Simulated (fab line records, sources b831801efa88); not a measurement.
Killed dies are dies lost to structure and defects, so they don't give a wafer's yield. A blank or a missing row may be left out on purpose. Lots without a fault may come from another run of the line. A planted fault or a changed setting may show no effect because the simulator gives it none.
fab line records | flow sky130
record lots=11 wafers=33 last_day=50
route steps=708 shown VIA2@529 CAP2M@616 VIA4@652 PAD_OPEN@708
lots that met no fault: from a run of the same line without faults
start_h: hours from the record's first day to the start of the lot's first wafer shown | wait_h: hours since the lot's step before | " the same as in the row above | L1.1+2: a row that stands for several wafers | - no value, or no start given | * or withheld: withheld | < > ~ a bound
route shown NAME@n: a module of which the file shows steps, and the number in the route of the first | usual: mean/standard deviation of fault-free wafers | same: alike in all rows | chamber/n: place in a boat | sites: the reading at each site | _std_site: their standard deviation | _edge_site: outer sites' mean less inner sites' | radius_mm: how far each site lies from the wafer's centre | mask NAME#n: copy n | behind: the tool/chamber that last shaped the wafer | hold: why the lot was held/for how many hours/how that ended | device: the transistor (n, p or np) that didn't switch | end of line: the same wafers' tests at the end of the route | a step without rows: its recipe alone | killed: dies lost to structure and defects at the first sort, not the wafer's yield | map: a wafer's dies, x killed, . not, _ none there
set.NAME: the setting as run; set.NAME@STEP: as run at that earlier step | model.NAME: the simulator's own value behind a step, which no gauge read
steps of the route over a sample of lots; a table a step, a row a wafer
services: from which hour (start_h, from the record's first day; less than 0 if before it) a tool's chamber was out of use, for how many hours, and why
## steps
# step SKY_VIA2_RS_MEAS_22
# recipe thk_meas_gauge=four-point-probe reads=W_of_VIA2_CVD_21+TiN_of_VIA2_SPUTTER_20
# usual VIA2_W_RS=0.273/0.0039
# columns lot.wafer tool chamber start_h wait_h VIA2_W_RS[ohm/sq]
L525.2 film_metro-01 - 859.14 0.1 0.278
L525.3 " - " " 0.276
L525.5 " - " " 0.275
L528.2 film_metro-01 - 883.31 0.1 0.277
L528.3 " - " " 0.272
L528.6 " - " " 0.268
L530.3 film_metro-01 - 904.11 0.1 0.278
L530.5 " - " " 0.271
L530.6 " - " " 0.276
L531.1 film_metro-01 - 909.18 0.1 0.277
L531.2 " - " " 0.268
L531.4 " - " " 0.276
L533.3 film_metro-01 - 923.62 0.1 0.267
L533.4 " - " " 0.268
L533.5 " - " " 0.270
L534.2 film_metro-02 - 934.79 0.1 0.274
L534.3 " - " " 0.272
L534.4 " - " " 0.278
L536.2 film_metro-02 - 944.33 0.1 0.272
L536.4 " - " " 0.270
L536.6 " - " " 0.272
L537.3 film_metro-01 - 951.05 0.1 0.274
L537.4 " - " " 0.280
L537.6 " - " " 0.276
L544.3 film_metro-01 - 1006.00 0.1 0.268
L544.4 " - " " 0.271
L544.5 " - " " 0.270
L545.1 film_metro-03 - 1009.58 0.1 0.272
L545.4 " - " " 0.274
L545.6 " - " " 0.273
L546.2 film_metro-02 - 1015.94 0.1 0.270
L546.5 " - " " 0.272
L546.6 " - " " 0.270
# step SKY_VIA2_THK_MEAS_23
# recipe thk_meas_gauge=xrf reads=W_of_VIA2_CVD_21
# usual VIA2_W_THK=414/9.9
# columns lot.wafer tool chamber start_h wait_h VIA2_W_THK[nm]
L525.2 film_metro-01 - 859.25 0.1 402
L525.3 " - " " 404
L525.5 " - " " 408
L528.2 film_metro-01 - 883.42 0.1 398
L528.3 " - " " 410
L528.6 " - " " 410
L530.3 film_metro-01 - 904.21 0.1 401
L530.5 " - " " 414
L530.6 " - " " 405
L531.1 film_metro-01 - 909.30 0.1 406
L531.2 " - " " 418
L531.4 " - " " 407
L533.3 film_metro-01 - 923.72 0.1 411
L533.4 " - " " 408
L533.5 " - " " 408
L534.2 film_metro-02 - 934.90 0.1 431
L534.3 " - " " 432
L534.4 " - " " 423
L536.2 film_metro-02 - 944.44 0.1 428
L536.4 " - " " 428
L536.6 " - " " 425
L537.3 film_metro-01 - 951.15 0.1 405
L537.4 " - " " 398
L537.6 " - " " 405
L544.3 film_metro-01 - 1006.10 0.1 410
L544.4 " - " " 404
L544.5 " - " " 410
L545.1 film_metro-03 - 1009.70 0.1 420
L545.4 " - " " 414
L545.6 " - " " 420
L546.2 film_metro-02 - 1016.05 0.1 431
L546.5 " - " " 430
L546.6 " - " " 435
# step SKY_CAP2M_METAL_ETCH_13
# recipe target_depth_nm=220 stop_on=SiO2 chemistry=Cl2/BCl3 target=TiN pressure_mtorr=10 icp_w=900 bias_w=48.5 Cl2_flow_sccm=60 bcl3_flow_sccm=30 time_s=62.9
# usual drypump_motor_current_A=5.7/0.37 oes_product_au=0.940/0.0063 rf_fwd_power_W=893/3.5 throttle_valve_pct=21.902/0.0096
# columns lot.wafer tool chamber start_h wait_h drypump_motor_current_A oes_product_au rf_fwd_power_W rf_hours_counter_h throttle_valve_pct
L525.2 rie_metal-04 1 965.52 0.0 5.8 0.936 894 2 21.910
L525.3 " 0 " " 6.0 0.933 892 - 21.907
L525.5 " 0 " " 6.0 0.934 889 - 21.904
L528.2 rie_metal-03 0 985.92 0.0 6.1 0.941 900 13 21.901
L528.3 " 0 " " 6.1 0.945 896 - 21.904
L528.6 " 0 " " 6.1 0.931 897 - 21.906
L530.3 rie_metal-01 1 1005.54 0.0 5.8 0.948 893 - 21.903
L530.5 " 0 " " 5.7 0.940 889 - 21.902
L530.6 " 1 " " 5.8 0.941 897 - 21.905
L531.1 rie_metal-01 0 1011.06 0.0 5.6 0.951 893 9 21.887
L531.2 " 1 " " 5.8 0.945 898 14 21.889
L531.4 " 0 " " 5.6 0.940 891 - 21.903
L533.3 rie_metal-03 0 1024.09 0.0 6.1 0.930 892 - 21.904
L533.4 " 1 " " 5.0 0.947 895 - 21.909
L533.5 " 1 " " 5.0 0.940 895 - 21.887
L534.2 rie_metal-03 0 1034.22 0.0 6.1 0.930 894 16 21.903
L534.3 " 0 " " 6.1 0.936 890 - 21.904
L534.4 " 1 " " 5.0 0.941 898 - 21.902
L536.2 rie_metal-04 1 1042.72 0.0 5.8 0.936 890 6 21.896
L536.4 " 1 " " 5.8 0.931 887 - 21.909
L536.6 " 0 " " 6.0 0.938 889 - 21.896
L537.3 rie_metal-03 0 1049.99 0.0 6.1 0.926 900 - 21.898
L537.4 " 1 " " 5.0 0.944 897 - 21.900
L537.6 " 0 " " 6.1 0.928 902 - 21.915
L544.3 rie_metal-03 0 1097.69 0.0 6.1 0.940 894 - 21.907
L544.4 " 1 " " 5.0 0.908 749 - 21.911
L544.5 " 0 " " 6.1 0.939 891 - 21.910
L545.1 rie_metal-03 0 1099.52 0.0 6.1 0.935 898 21 21.910
L545.4 " 1 " " 5.0 0.895 753 - 21.919
L545.6 " 0 " " 6.1 0.943 897 - 21.896
L546.2 rie_metal-04 1 1106.36 0.0 5.8 0.944 892 10 21.888
L546.5 " 0 " " 6.0 0.939 890 - 21.898
L546.6 " 1 " " 5.8 0.944 890 - 21.895
# step SKY_CAP2M_STRIP_14
# recipe chemistry=O2/N2 power_w=1400 pressure_mtorr=1500 platen_temp_c=withheld o2_flow_sccm=3000 n2_flow_sccm=300 overash_fraction=0.5
# usual drypump_motor_current_A=5.8/0.39 oes_product_au=0.710/0.0045 strip_time_to_endpoint_s=12.67/0.04
# columns lot.wafer tool chamber start_h wait_h drypump_motor_current_A oes_product_au rf_hours_counter_h strip_time_to_endpoint_s
L525.2 plasma_asher-02 0 965.59 0.1 6.1 0.709 23 12.68
L525.3 " 1 " " 5.7 0.704 - 12.63
L525.5 " 1 " " 5.7 0.714 - 12.65
L528.2 plasma_asher-02 0 985.99 0.1 6.1 0.708 25 12.64
L528.3 " 0 " " 6.1 0.712 - 12.66
L528.6 " 0 " " 6.1 0.707 - 12.66
L530.3 plasma_asher-04 1 1005.62 0.1 6.1 0.715 - 12.63
L530.5 " 0 " " 6.2 0.717 - 12.66
L530.6 " 1 " " 6.1 0.702 - 12.68
L531.1 plasma_asher-04 0 1011.14 0.1 6.2 0.713 116 12.73
L531.2 " 1 " " 6.1 0.709 116 12.66
L531.4 " 0 " " 6.2 0.712 - 12.64
L533.3 plasma_asher-02 0 1024.17 0.1 6.1 0.709 - 12.65
L533.4 " 1 " " 5.7 0.704 - 12.68
L533.5 " 1 " " 5.7 0.719 - 12.68
L534.2 plasma_asher-02 1 1034.29 0.1 5.7 0.719 30 12.68
L534.3 " 1 " " 5.7 0.711 - 12.74
L534.4 " 0 " " 6.1 0.712 - 12.67
L536.2 plasma_asher-04 0 1042.80 0.1 6.2 0.711 117 12.62
L536.4 " 1 " " 6.1 0.717 - 12.63
L536.6 " 1 " " 6.1 0.709 - 12.64
L537.3 plasma_asher-01 1 1050.08 0.1 5.9 0.708 - 12.65
L537.4 " 0 " " 5.0 0.700 - 12.69
L537.6 " 0 " " 5.1 0.699 - 12.67
L544.3 plasma_asher-01 0 1097.77 0.1 5.0 0.706 - 12.66
L544.4 " 1 " " 5.9 0.716 - 12.79
L544.5 " 0 " " 5.1 0.713 - 12.66
L545.1 plasma_asher-01 1 1099.60 0.1 5.9 0.707 67 12.73
L545.4 " 0 " " 5.0 0.714 - 12.92
L545.6 " 0 " " 5.1 0.711 - 12.69
L546.2 plasma_asher-02 0 1106.44 0.1 6.1 0.708 37 12.64
L546.5 " 1 " " 5.7 0.710 - 12.68
L546.6 " 0 " " 6.1 0.713 - 12.67
# step SKY_VIA4_STRIP_13
# recipe chemistry=O2/N2 power_w=1400 pressure_mtorr=1500 platen_temp_c=withheld o2_flow_sccm=3000 n2_flow_sccm=300 overash_fraction=0.5
# usual drypump_motor_current_A=5.8/0.41 oes_product_au=0.709/0.0045 strip_time_to_endpoint_s=12.805/0.028
# columns lot.wafer tool chamber start_h wait_h drypump_motor_current_A oes_product_au rf_hours_counter_h strip_time_to_endpoint_s
L525.2 plasma_asher-01 0 1016.05 - 5.0 0.709 58 12.799
L525.3 " 1 " " 5.9 0.701 - 12.831
L525.5 " 0 " " 5.0 0.711 - 12.769
L528.2 plasma_asher-01 1 1035.25 - 5.8 0.705 61 12.786
L528.3 " 0 " " 5.0 0.707 - 12.809
L528.6 " 1 " " 5.9 0.707 - 12.807
L530.3 plasma_asher-04 1 1052.24 - 6.1 0.700 - 12.758
L530.5 " 1 " " 6.1 0.710 - 12.827
L530.6 " 0 " " 6.2 0.712 - 12.848
L531.1 plasma_asher-03 1 1058.84 - 5.6 0.708 94 12.807
L531.2 " 0 " " 5.5 0.709 94 12.808
L531.4 " 0 " " 5.6 0.707 - 12.816
L533.3 plasma_asher-04 1 1070.47 - 6.1 0.721 - 12.754
L533.4 " 0 " " 6.2 0.715 - 12.779
L533.5 " 0 " " 6.2 0.705 - 12.753
L534.2 plasma_asher-03 0 1079.84 - 5.5 0.703 96 12.819
L534.3 " 1 " " 5.6 0.705 - 12.776
L534.4 " 0 " " 5.5 0.712 - 12.818
L536.2 plasma_asher-04 1 1087.60 - 6.1 0.707 2 12.828
L536.4 " 0 " " 6.2 0.706 - 12.779
L536.6 " 1 " " 6.1 0.704 - 12.840
L537.3 plasma_asher-01 1 1095.52 - 5.8 0.707 - 12.774
L537.4 " 0 " " 5.1 0.707 - 12.783
L537.6 " 1 " " 5.8 0.700 - 12.837
L544.3 plasma_asher-04 0 1139.02 - 6.2 0.710 - 12.774
L544.4 " 1 " " 6.1 0.708 - 12.830
L544.5 " 0 " " 6.2 0.713 - 12.865
L545.1 plasma_asher-03 0 1140.29 - 5.5 0.712 99 12.831
L545.4 " 1 " " 5.6 0.710 - 12.836
L545.6 " 0 " " 5.5 0.717 - 12.814
L546.2 plasma_asher-01 1 1146.34 - 5.9 0.709 73 12.785
L546.5 " 0 " " 5.0 0.718 - 12.826
L546.6 " 1 " " 5.9 0.702 - 12.809
# step SKY_PAD_OPEN_PROBE_99
# usual defect_limited_yield=82.4/1.8 killed_at_M0_to_M3=44/7.2 killed_at_M4_up=3.5/1.8 killed_at_contacts=25/5.1 killed_at_front_end=14/4.4 killed_at_other=0.4/0.58 killed_dies=87/9.1 killed_open=48/6.9 killed_short=38/6.3
# same gross_dies=492 killed_at_back_side=0
# columns lot.wafer tool chamber start_h wait_h defect_limited_yield[%] killed_at_M0_to_M3 killed_at_M4_up killed_at_contacts killed_at_front_end killed_at_other killed_dies killed_open killed_short
L528.2 prober-01 - 1103.40 0.1 80.7 48 3 20 23 1 95 52 42
L528.3 prober-01 - 1103.45 0.2 82.7 45 3 25 11 1 85 46 39
L528.6 prober-01 - 1103.60 0.2 83.1 34 3 30 16 0 83 56 26
L530.3 prober-01 - 1118.41 0.2 82.7 46 2 25 12 0 85 50 35
L530.5 prober-01 - 1118.51 0.2 85.6 45 7 14 5 0 71 42 29
L530.6 prober-01 - 1118.56 0.2 81.3 47 5 27 13 0 92 52 40
L536.2 prober-02 - 1150.85 0.1 83.5 44 2 25 10 0 81 47 34
L536.4 prober-02 - 1150.95 0.2 82.7 52 1 22 9 1 85 53 32
L536.6 prober-02 - 1151.05 0.2 83.9 44 3 16 16 0 79 51 28
L544.3 prober-02 - 1194.75 0.2 83.7 36 4 27 13 0 80 42 38
L544.4 prober-02 - 1194.80 0.2 85.2 37 5 16 15 0 73 42 29
L544.5 prober-02 - 1194.85 0.2 80.5 58 6 20 12 0 96 48 47
L545.1 prober-01 - 1195.86 0.1 82.3 44 5 23 15 0 87 48 39
L545.4 prober-01 - 1196.01 0.2 79.1 53 6 29 15 0 103 54 49
L545.6 prober-01 - 1196.11 0.2 80.9 41 2 27 24 0 94 49 45
# killed by level:class
L528.2 VIA1:geometric_particle:open=11 VIA3:geometric_particle:open=10 LI_CONTACT:geometric_particle:open=7 FIELD_ISO:geometric_particle:open=6 VIA2:geometric_particle:open=6 VIA3:geometric_particle:short=6 FIELD_ISO:geometric_particle:short=5 POLY_GATE:geometric_particle:open=5
L528.3 VIA3:geometric_particle:open=10 LI_CONTACT:geometric_particle:open=7 CONTACT:geometric_particle:short=7 VIA1:geometric_particle:open=7 FIELD_ISO:geometric_particle:open=6 CONTACT:geometric_particle:open=6 METAL1:geometric_particle:short=6 VIA2:geometric_particle:open=6
L528.6 LI_CONTACT:geometric_particle:open=14 CONTACT:geometric_particle:open=14 VIA1:geometric_particle:open=6 POLY_GATE:geometric_particle:open=5 VIA1:geometric_particle:short=5 METAL1:geometric_particle:short=5 FIELD_ISO:geometric_particle:open=4 VIA2:geometric_particle:open=4
L530.3 VIA1:geometric_particle:open=15 LI_CONTACT:geometric_particle:open=10 CONTACT:geometric_particle:open=7 VIA2:geometric_particle:open=7 METAL2:geometric_particle:short=7 LI_CONTACT:geometric_particle:short=4 FIELD_ISO:geometric_particle:short=3 METAL1:geometric_particle:short=3
L530.5 VIA3:geometric_particle:open=10 VIA1:geometric_particle:open=9 LI_CONTACT:geometric_particle:open=6 METAL1:geometric_particle:short=5 VIA1:geometric_particle:short=5 VIA2:geometric_particle:open=4 METAL4:geometric_particle:short=4 FIELD_ISO:geometric_particle:short=3
L530.6 CONTACT:geometric_particle:open=13 VIA2:geometric_particle:open=8 VIA1:geometric_particle:open=8 LI_CONTACT:geometric_particle:open=7 METAL2:geometric_particle:short=6 METAL1:geometric_particle:short=6 VIA1:geometric_particle:short=5 VIA3:geometric_particle:short=5
L536.2 CONTACT:geometric_particle:open=11 VIA1:geometric_particle:open=8 VIA2:geometric_particle:open=7 METAL2:geometric_particle:short=7 LI_CONTACT:geometric_particle:open=6 METAL3:geometric_particle:short=5 POLY_GATE:geometric_particle:open=4 CONTACT:geometric_particle:short=4
L536.4 VIA1:geometric_particle:open=12 VIA2:geometric_particle:open=10 CONTACT:geometric_particle:open=9 VIA2:geometric_particle:short=6 VIA3:geometric_particle:open=6 FIELD_ISO:geometric_particle:open=5 LOCAL_INTERCONNECT:geometric_particle:short=5 METAL2:geometric_particle:short=5
L536.6 VIA2:geometric_particle:open=11 VIA1:geometric_particle:open=10 FIELD_ISO:geometric_particle:open=9 METAL2:geometric_particle:short=7 CONTACT:geometric_particle:open=5 LI_CONTACT:geometric_particle:open=4 POLY_GATE:geometric_particle:open=4 LOCAL_INTERCONNECT:geometric_particle:short=4
L544.3 CONTACT:geometric_particle:open=11 LI_CONTACT:geometric_particle:open=8 METAL1:geometric_particle:short=6 VIA1:geometric_particle:open=6 FIELD_ISO:geometric_particle:short=5 VIA1:geometric_particle:short=5 LI_CONTACT:geometric_particle:short=4 VIA2:geometric_particle:open=4
L544.4 CONTACT:geometric_particle:open=8 VIA1:geometric_particle:open=8 VIA2:geometric_particle:open=6 VIA1:geometric_particle:short=5 VIA3:geometric_particle:open=5 POLY_GATE:geometric_particle:open=4 METAL4:geometric_particle:short=4 FIELD_ISO:geometric_particle:short=3
L544.5 VIA1:geometric_particle:open=15 VIA1:geometric_particle:short=11 LOCAL_INTERCONNECT:geometric_particle:short=9 VIA2:geometric_particle:open=9 VIA3:geometric_particle:open=6 METAL3:geometric_particle:short=5 LI_CONTACT:geometric_particle:open=4 CONTACT:geometric_particle:open=4
L545.1 VIA1:geometric_particle:open=12 METAL3:geometric_particle:short=7 CONTACT:geometric_particle:open=7 VIA2:geometric_particle:open=6 LI_CONTACT:geometric_particle:open=6 FIELD_ISO:geometric_particle:short=5 VIA3:geometric_particle:open=5 LOCAL_INTERCONNECT:geometric_particle:short=4
L545.4 VIA1:geometric_particle:open=15 LI_CONTACT:geometric_particle:open=10 CONTACT:geometric_particle:short=7 LOCAL_INTERCONNECT:geometric_particle:short=6 VIA1:geometric_particle:short=6 METAL2:geometric_particle:short=6 VIA3:geometric_particle:open=6 POLY_GATE:geometric_particle:short=5
L545.6 CONTACT:geometric_particle:open=8 VIA1:geometric_particle:open=8 POLY_GATE:geometric_particle:open=7 LI_CONTACT:geometric_particle:open=7 VIA2:geometric_particle:open=7 CONTACT:geometric_particle:short=6 VIA1:geometric_particle:short=6 METAL2:geometric_particle:short=6
## services
# columns tool chamber start_h hours kind
plasma_asher-03 - 948.72 15.6 pm
plasma_asher-04 - 956.48 2.5 repair
plasma_asher-03 - 968.03 0.8 repair
rie_metal-04 - 1010.11 2.8 pm
plasma_asher-04 - 1013.99 21.8 repair
rie_metal-01 - 1016.30 2.8 pm
rie_metal-04 - 1020.34 15.6 pm
plasma_asher-04 - 1055.25 9.0 pm
plasma_asher-04 0 1055.25 9.0 vent_cycle
plasma_asher-04 1 1055.25 9.0 vent_cycle
plasma_asher-04 0 1064.25 - clean
plasma_asher-04 1 1064.25 - clean
plasma_asher-02 - 1102.10 2.7 repair
plasma_asher-03 - 1104.98 28.1 pm
rie_metal-04 - 1144.80 14.6 pm
## key
first_sign step=SKY_CAP2M_METAL_ETCH_13 reading=rf_fwd_power_W direction=down sigmas=41 usual=893 struck=751
effect step=SKY_CAP2M_METAL_ETCH_13 reading=oes_product_au direction=down sigmas=6.2 usual=0.940 struck=0.901
effect step=SKY_CAP2M_STRIP_14 reading=strip_time_to_endpoint_s direction=up sigmas=4.6 usual=* struck=*
met_at SKY_CAP2M_METAL_ETCH_13
struck_lots L544,L545
struck_wafers L544.4,L545.4
not_acting_at SKY_VIA2_RS_MEAS_22,SKY_VIA2_THK_MEAS_23,SKY_VIA4_STRIP_13
onset_between 1049.99 1097.69
fault kind=process_parameter_drift tool=rie_metal-03 chamber=1 onset_h=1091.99 steps=SKY_CAP2M_METAL_ETCH_13 channel=icp_w offset=-144 shape=step end_h=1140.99 acts_in=these_recipes_only stated=900
